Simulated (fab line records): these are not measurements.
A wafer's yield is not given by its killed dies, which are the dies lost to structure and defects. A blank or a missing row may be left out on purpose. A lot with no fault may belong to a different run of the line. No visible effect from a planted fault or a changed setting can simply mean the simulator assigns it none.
What tool caused it? || flow gf180mcu || 39 wafers from 13 lots sampled at 2 of the route's 602 steps

WHAT THE GAUGES READ, wafer by wafer
GF_M1_RS_MEAS_05: measurement is done with a four-point probe. Usual: M1_ALCU_RS 0.0690 ohm/sq, standard deviation 0.00087.
{"lot": "L983", "measured": "day 16 03:28", "on": "filmMetro-01", "M1_ALCU_RS (ohm/sq)": "0.0708 0.0687 0.0701", "flag": ""}
{"lot": "L984", "measured": "day 16 14:50", "on": "filmMetro-04", "M1_ALCU_RS (ohm/sq)": "0.0692 0.0690 0.0699", "flag": ""}
{"lot": "L987", "measured": "day 18 00:40", "on": "filmMetro-04", "M1_ALCU_RS (ohm/sq)": "0.0697 0.0702 0.0696", "flag": ""}
{"lot": "L989", "measured": "day 18 21:38", "on": "filmMetro-04", "M1_ALCU_RS (ohm/sq)": "0.0695 0.0697 0.0690", "flag": ""}
{"lot": "L997", "measured": "day 21 12:49", "on": "filmMetro-02", "M1_ALCU_RS (ohm/sq)": "0.0692 0.0688 0.0682", "flag": ""}
{"lot": "L998", "measured": "day 21 21:59", "on": "filmMetro-04", "M1_ALCU_RS (ohm/sq)": "0.0703 0.0693 0.0686", "flag": ""}
{"lot": "L999", "measured": "day 22 07:17", "on": "filmMetro-04", "M1_ALCU_RS (ohm/sq)": "0.0679 0.0685 0.0678", "flag": ""}
{"lot": "L100", "measured": "day 22 15:35", "on": "filmMetro-01", "M1_ALCU_RS (ohm/sq)": "0.0700 0.0675 0.0695", "flag": ""}
{"lot": "L101", "measured": "day 23 00:48", "on": "filmMetro-01", "M1_ALCU_RS (ohm/sq)": "0.0690 0.0696 0.0698", "flag": ""}
{"lot": "L102", "measured": "day 23 08:17", "on": "filmMetro-01", "M1_ALCU_RS (ohm/sq)": "0.0685 0.0682 0.0683", "flag": ""}
{"lot": "L103", "measured": "day 23 13:10", "on": "filmMetro-01", "M1_ALCU_RS (ohm/sq)": "0.0690 0.0686 0.0674", "flag": ""}
{"lot": "L105", "measured": "day 24 05:52", "on": "filmMetro-02", "M1_ALCU_RS (ohm/sq)": "0.0681 0.0684 0.0678", "flag": ""}
{"lot": "L106", "measured": "day 24 15:07", "on": "filmMetro-01", "M1_ALCU_RS (ohm/sq)": "0.0715 0.0691 0.0711", "flag": ""}

EACH LOT AND THE TOOL THAT RAN IT (in order: tool; ch and the chambers of the sampled wafers; start)
{"lot": "L983", "GF_CONTACT_SPUTTER_23": "pvdSputter-02, day 16 02:36"}
{"lot": "L984", "GF_CONTACT_SPUTTER_23": "pvdSputter-02, day 16 13:57"}
{"lot": "L987", "GF_CONTACT_SPUTTER_23": "pvdSputter-04, day 17 23:49"}
{"lot": "L989", "GF_CONTACT_SPUTTER_23": "pvdSputter-01, day 18 20:47"}
{"lot": "L997", "GF_CONTACT_SPUTTER_23": "pvdSputter-04, day 21 11:58"}
{"lot": "L998", "GF_CONTACT_SPUTTER_23": "pvdSputter-01, day 21 21:08"}
{"lot": "L999", "GF_CONTACT_SPUTTER_23": "pvdSputter-02, day 22 06:25"}
{"lot": "L100", "GF_CONTACT_SPUTTER_23": "pvdSputter-04, day 22 14:44"}
{"lot": "L101", "GF_CONTACT_SPUTTER_23": "pvdSputter-02, day 22 23:55"}
{"lot": "L102", "GF_CONTACT_SPUTTER_23": "pvdSputter-02, day 23 07:23"}
{"lot": "L103", "GF_CONTACT_SPUTTER_23": "pvdSputter-02, day 23 12:16"}
{"lot": "L105", "GF_CONTACT_SPUTTER_23": "pvdSputter-04, day 24 05:01"}
{"lot": "L106", "GF_CONTACT_SPUTTER_23": "pvdSputter-02, day 24 14:16"}
- GF_CONTACT_SPUTTER_23: material TiN, target thk 10 nm, time 40 s.

AS READ BY THE TOOLS THEMSELVES (means over the sampled wafers that have a number; for cases with no such wafer, the mark the record gives instead)
GF_CONTACT_SPUTTER_23. Usual: throttleValvePct 30.6 %, standard deviation 1.2.
{"lot": "L983", "tool": "pvdSputter-02", "throttleValvePct (%)": 30.8, "flag": ""}
{"lot": "L984", "tool": "pvdSputter-02", "throttleValvePct (%)": 30.9, "flag": ""}
{"lot": "L987", "tool": "pvdSputter-04", "throttleValvePct (%)": 30.6, "flag": ""}
{"lot": "L989", "tool": "pvdSputter-01", "throttleValvePct (%)": 30.6, "flag": ""}
{"lot": "L997", "tool": "pvdSputter-04", "throttleValvePct (%)": 30.6, "flag": ""}
{"lot": "L998", "tool": "pvdSputter-01", "throttleValvePct (%)": 30.3, "flag": ""}
{"lot": "L999", "tool": "pvdSputter-02", "throttleValvePct (%)": 30.8, "flag": ""}
{"lot": "L100", "tool": "pvdSputter-04", "throttleValvePct (%)": 30.6, "flag": ""}
{"lot": "L101", "tool": "pvdSputter-02", "throttleValvePct (%)": 30.6, "flag": ""}
{"lot": "L102", "tool": "pvdSputter-02", "throttleValvePct (%)": 31.3, "flag": ""}
{"lot": "L103", "tool": "pvdSputter-02", "throttleValvePct (%)": 30.9, "flag": ""}
{"lot": "L105", "tool": "pvdSputter-04", "throttleValvePct (%)": 30.3, "flag": ""}
{"lot": "L106", "tool": "pvdSputter-02", "throttleValvePct (%)": 31.5, "flag": ""}

THE ANSWER, worked out from the rows above alone
Rule: a lot is off if the mean of its wafers that have a number lies more than 3 standard deviations from the usual mean. Also off: a lot with no number at a reading for which 4 or more lots have one. Where the step has rows for the other lots, those lots are counted as sound. Order of review: gauges by route order, followed by the tools' own readings, for which a lot's mean as printed above is used. The first step at which some lot is off is used, and at that step the reading that is off furthest; a lot without a number counts as furthest.
Nothing can be told from this: no lot is off at any reading shown.

WHAT HAD BEEN PUT IN BY THE SIMULATOR
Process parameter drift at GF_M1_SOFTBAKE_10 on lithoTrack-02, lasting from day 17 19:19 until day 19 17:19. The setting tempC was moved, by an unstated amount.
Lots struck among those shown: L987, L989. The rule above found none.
